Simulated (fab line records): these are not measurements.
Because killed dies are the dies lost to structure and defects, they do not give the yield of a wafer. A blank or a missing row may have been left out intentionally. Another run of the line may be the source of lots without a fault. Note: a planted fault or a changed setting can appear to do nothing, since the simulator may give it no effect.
A struck lot beside a sound one || flow sky130 || 15 out of 708 route steps
Sound: wafers L357.1, L357.3, L357.4. Wafers L365.1, L365.4, L365.6 were the ones struck. The cause is given at the end.
Order at every step that has rows: each side's tool, ch and its chambers, its first start. Under that, the readings that differ: sound wafers || struck wafers || difference of the means || sigmas: that difference in standard deviations of wafers without a fault.
alike: readings with means less than 2 such deviations apart, plus words and numbers identical on both sides. not compared: withheld readings, readings lacking a value on some wafer, bounds such as >300 that could conceal the same value, and numbers that have no deviation in the record and whose values overlap.
A row with sigmas, a row that says differs or no value, or rows on one side alone: a step with any of these is where the two part. Non-overlapping numbers with no deviation appear without sigmas and do not part them. A reading missing from all wafers of one side parts the sides only when that side holds two or more wafers.

first, 8 steps without rows for these wafers: SKY_LI_CONTACT_DEHYDRATE_04 (time 60 s); SKY_LI_CONTACT_HMDS_05 (prime time 60 s); SKY_LI_CONTACT_COAT_06 (resist thk 60 nm); SKY_LI_CONTACT_COAT_07 (resist thk 450 nm); SKY_LI_CONTACT_SOFTBAKE_08 (time 90 s); SKY_LI_CONTACT_EXPOSE_09 (exposes mask LICM1, target cd 170 nm); SKY_LI_CONTACT_PEB_10; SKY_LI_CONTACT_DEVELOP_11 (develop time 60 s).
SKY_LI_CONTACT_CD_MEAS_12: target cd 170 nm.
  sound: cd_sem-02 at day 32 22:08; struck: cd_sem-02 at day 35 22:41
{"reading": "cd_nm (nm)", "sound": "168.0 167.3 167.0", "struck": "173.0 174.1 172.6", "difference": "+5.8", "sigmas": "+3"}
SKY_LI_CONTACT_OVL_MEAS_13:
  sound: overlay-01 at day 32 22:15; struck: overlay-02 at day 35 22:48
  alike: LI_CONTACT_OVL
SKY_LI_CONTACT_ETCH_14: etches BARC in N2/H2, stops on SiO2, time 44.54 s, target depth 60 nm.
  sound on rie_diel-01 ch 0,1,2, day 32 22:17; struck on rie_diel-03 ch 0,1,3, day 35 22:50
  alike: drypump_motor_current_A, oes_product_au, throttle_valve_pct
  not compared: rf_hours_counter_h
SKY_LI_CONTACT_ETCH_15: etches PSG in C4F8/O2/Ar, stops on Si, target depth 600 nm.
  sound on rie_diel-01 ch 0,1,2, day 32 22:20; struck on rie_diel-03 ch 0,1,3, day 35 22:53
  alike: oes_product_au
SKY_LI_CONTACT_STRIP_16: strips in O2/N2.
  sound on plasma_asher-02 ch 0,1, day 32 22:25; struck on plasma_asher-03 ch 0,1, day 35 22:58
  no value came back on the struck wafers for chamber_pressure_mTorr (mTorr), drypump_motor_current_A (A), oes_product_au (a.u.), strip_time_to_endpoint_s (s); on the sound wafers chamber_pressure_mTorr (mTorr) reads 1500.1 1499.0 1500.4
{"reading": "model.KrF-thick_of_LI_CONTACT_COAT_07.thk_nm (nm)", "sound": "0 0 0", "struck": "229.9 234.8 227.1", "difference": "+230.6", "sigmas": ""}
  not compared: rf_hours_counter_h
then, 1 step without rows for these wafers: SKY_LI_CONTACT_CLEAN_17 (cleans in NMP, time 600 s).
-- record jumps: 15 days separate the struck wafers' starts on either side; left off in module LI_CONTACT, taken up again in module PAD_OPEN, whose first shown step is the route's number 708 --
SKY_PAD_OPEN_PROBE_99:
  sound: prober-01 at day 48 15:35; struck: prober-01 at day 50 15:40
{"reading": "killed_at_contacts", "sound": "27 30 16", "struck": "444 420 439", "difference": "+410", "sigmas": "+80"}
{"reading": "killed_dies", "sound": "85 84 74", "struck": "492 492 492", "difference": "+411", "sigmas": "+47"}
{"reading": "killed_on_rim", "sound": "18 18 16", "struck": "96 96 96", "difference": "+79", "sigmas": "+21"}
  alike: killed_at_M0_to_M3, killed_at_M4_up, killed_at_front_end, killed_at_other, killed_open, killed_short

== WHERE THEY PART ==
At SKY_LI_CONTACT_CD_MEAS_12 first; at SKY_PAD_OPEN_PROBE_99 last (within this record only).

WHY: what the simulator had put in
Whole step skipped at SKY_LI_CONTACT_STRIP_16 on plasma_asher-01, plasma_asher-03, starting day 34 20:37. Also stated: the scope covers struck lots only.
